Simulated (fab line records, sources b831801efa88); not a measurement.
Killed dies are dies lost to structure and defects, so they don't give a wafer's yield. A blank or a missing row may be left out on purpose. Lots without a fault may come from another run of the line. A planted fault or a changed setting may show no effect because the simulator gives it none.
A struck lot beside a sound one | flow sky130 | 43 steps out of a route of 708
Sound: wafers L199.2, L199.4, L199.6. Struck: wafers L198.3, L198.4, L198.6. The cause comes at the end.
At each step with rows: each side's tool, then ch and its chambers, then its first start. Under that, the readings that differ: sound wafers | struck wafers | difference of the means | sigmas: that difference in standard deviations of wafers without a fault.
alike: readings whose means differ by less than 2 such deviations, and words and numbers that are the same on both sides. not compared: withheld readings, readings that some wafer has no value for, bounds like >300 that may hide the same value, and numbers for which the record gives no deviation and whose values overlap.
The two part at a step that has a row with sigmas, a row that says differs or no value, or rows on one side only. Numbers that don't overlap but have no deviation are shown without sigmas and don't part them. A reading that every wafer of one side lacks parts them only if that side has two wafers or more.

first, 6 steps without rows for these wafers: SKY_FIELD_ISO_COAT_07 (resist thk 60 nm); SKY_FIELD_ISO_COAT_08 (resist thk 450 nm); SKY_FIELD_ISO_SOFTBAKE_09 (time 90 s); SKY_FIELD_ISO_EXPOSE_10 (exposes mask FOM, target cd 150 nm); SKY_FIELD_ISO_PEB_11; SKY_FIELD_ISO_DEVELOP_12 (develop time 60 s).
SKY_FIELD_ISO_CD_MEAS_13: target cd 150 nm.
  sound on cd_sem-02, day 4 03:50; struck on cd_sem-01, day 3 21:45
  reading    | sound             | struck            | difference | sigmas
  cd_nm (nm) | 149.4 150.2 151.0 | 154.1 153.7 153.1 | +3.4       | +2
SKY_FIELD_ISO_ETCH_14: etches BARC in N2/H2, stops on SiO2, time 45.9 s, target depth 60 nm.
  sound on rie_diel-02 ch 0,3, day 4 03:56; struck on rie_diel-03 ch 0,3, day 3 21:51
  alike: drypump_motor_current_A, oes_product_au, throttle_valve_pct
  not compared: rf_hours_counter_h
SKY_FIELD_ISO_ETCH_15: etches the open film in CHF3/O2, stops on Si, target depth 180 nm, time 72 s.
  sound on rie_diel-02 ch 0,3, day 4 03:59; struck on rie_diel-03 ch 0,3, day 3 21:55
  alike: O2_flow_sccm, drypump_motor_current_A, oes_product_au, throttle_valve_pct
  not compared: rf_hours_counter_h
SKY_FIELD_ISO_STRIP_16: strips in O2/N2.
  sound on plasma_asher-03 ch 0,1, day 4 04:02; struck on plasma_asher-04 ch 0,1, day 3 22:01
  alike: drypump_motor_current_A, oes_product_au, strip_time_to_endpoint_s
  not compared: rf_hours_counter_h
SKY_FIELD_ISO_ETCH_17: etches Si in HBr/Cl2/O2, target depth 342 nm, time 97.7 s.
  sound on rie_si-02 ch 0,1, day 4 04:08; struck on rie_si-02 ch 1,2, day 3 22:05
  reading             | sound             | struck            | difference | sigmas
  O2_flow_sccm (sccm) | 6.080 5.967 6.070 | 5.994 5.967 6.013 | -0.048     | -2
  alike: drypump_motor_current_A, oes_product_au, throttle_valve_pct
  not compared: rf_hours_counter_h
then, 1 step without rows for these wafers: SKY_FIELD_ISO_WET_ETCH_18 (etches Si3N4 in H3PO4, target depth 25 nm, time 286 s).
SKY_FIELD_ISO_CLEAN_19: cleans in SC1/SC2, time 150 s.
  sound on wet_bench-04 ch 2, day 4 04:17; struck on wet_bench-02 ch 0, day 3 22:14
  alike: temp_c
then, 3 steps without rows for these wafers: SKY_FIELD_ISO_CLEAN_20 (cleans in dHF, time 20 s); SKY_FIELD_ISO_WET_ETCH_21 (etches SiO2 in dHF, target depth 20 nm, time 400 s); SKY_FIELD_ISO_OXIDATION_22 (stabilise 600 s, purge 300 s, target thk 10 nm).
SKY_FIELD_ISO_THK_MEAS_23:
  sound on film_metro-04, day 4 09:35; struck on film_metro-04, day 4 04:01
  alike: FIELD_ISO_OXIDATION_01_THK
then, 1 step without rows for these wafers: SKY_FIELD_ISO_CVD_24 (deposits SiO2, target thk 595 nm, time 99.2 s).
SKY_FIELD_ISO_THK_MEAS_25:
  sound on film_metro-03, day 4 09:43; struck on film_metro-01, day 4 04:09
  alike: FIELD_ISO_CVD_24_THK
then, 7 steps without rows for these wafers: SKY_FIELD_ISO_ANNEAL_26 (time 1800 s); SKY_FIELD_ISO_CMP_27 (polishes, stops on Si3N4, t overpolish 16 s, target thk 457.8 nm); SKY_FIELD_ISO_WET_ETCH_28 (etches SiO2 in dHF, target depth 23.7 nm, time 47 s); SKY_FIELD_ISO_WET_ETCH_29 (etches Si3N4 in H3PO4, target depth 160 nm, time 1825 s); SKY_FIELD_ISO_WET_ETCH_30 (etches SiO2 in dHF, target depth 25 nm, time 50 s); SKY_NWELL_CLEAN_00 (cleans in SC1/SC2, time 150 s); SKY_NWELL_OXIDATION_01 (stabilise 600 s, purge 300 s, target thk 10 nm).
SKY_NWELL_THK_MEAS_02:
  sound on film_metro-02, day 4 16:37; struck on film_metro-03, day 4 13:50
  alike: NWELL_OXIDATION_THK
then, 8 steps without rows for these wafers: SKY_DNWELL_DEHYDRATE_00 (time 60 s); SKY_DNWELL_HMDS_01 (prime time 60 s); SKY_DNWELL_COAT_02 (resist thk 3000 nm); SKY_DNWELL_SOFTBAKE_03; SKY_DNWELL_EXPOSE_04 (exposes mask DNM, target cd 3000 nm); SKY_DNWELL_PEB_05; SKY_DNWELL_DEVELOP_06 (develop time 60 s); SKY_DNWELL_IMPLANT_07.
SKY_DNWELL_STRIP_08: strips in O2/N2.
  sound on plasma_asher-04 ch 0,1, day 5 10:25; struck on plasma_asher-03 ch 0,1, day 5 07:07
  alike: drypump_motor_current_A, oes_product_au, strip_time_to_endpoint_s
  not compared: rf_hours_counter_h
SKY_DNWELL_TW_MEAS_09:
  sound on film_metro-02, day 5 10:31; struck on film_metro-01, day 5 07:13
  reading   | sound          | struck         | difference | sigmas
  DNWELL_TW | 1119 1123 1118 | 1084 1091 1093 | -31        | -2
then, 5 steps without rows for these wafers: SKY_PWDE_DEHYDRATE_00 (time 60 s); SKY_PWDE_HMDS_01 (prime time 60 s); SKY_PWDE_COAT_02 (resist thk 3000 nm); SKY_PWDE_SOFTBAKE_03; SKY_PWDE_EXPOSE_04 (exposes mask PWDEM, target cd 840 nm).
-- the record jumps here: 42 days lie between the struck wafers' starts before and after (it left off in module PWDE and takes up again in module PAD_OPEN, whose first step shown is number 708 of the route) --
SKY_PAD_OPEN_PROBE_99:
  sound on prober-01, day 48 04:37; struck on prober-01, day 47 17:17
  reading             | sound    | struck      | difference | sigmas
  killed_at_front_end | 14 15 22 | 58 65 63    | +45        | +11
  killed_dies         | 82 87 90 | 117 118 130 | +35        | +4
  killed_on_rim       | 14 16 16 | 25 25 32    | +12        | +3
  alike: killed_at_M0_to_M3, killed_at_M4_up, killed_at_contacts, killed_at_other, killed_open, killed_short

WHERE THEY PART
First at SKY_FIELD_ISO_CD_MEAS_13; last, within this record, at SKY_PAD_OPEN_PROBE_99.

WHY: what the simulator had put in
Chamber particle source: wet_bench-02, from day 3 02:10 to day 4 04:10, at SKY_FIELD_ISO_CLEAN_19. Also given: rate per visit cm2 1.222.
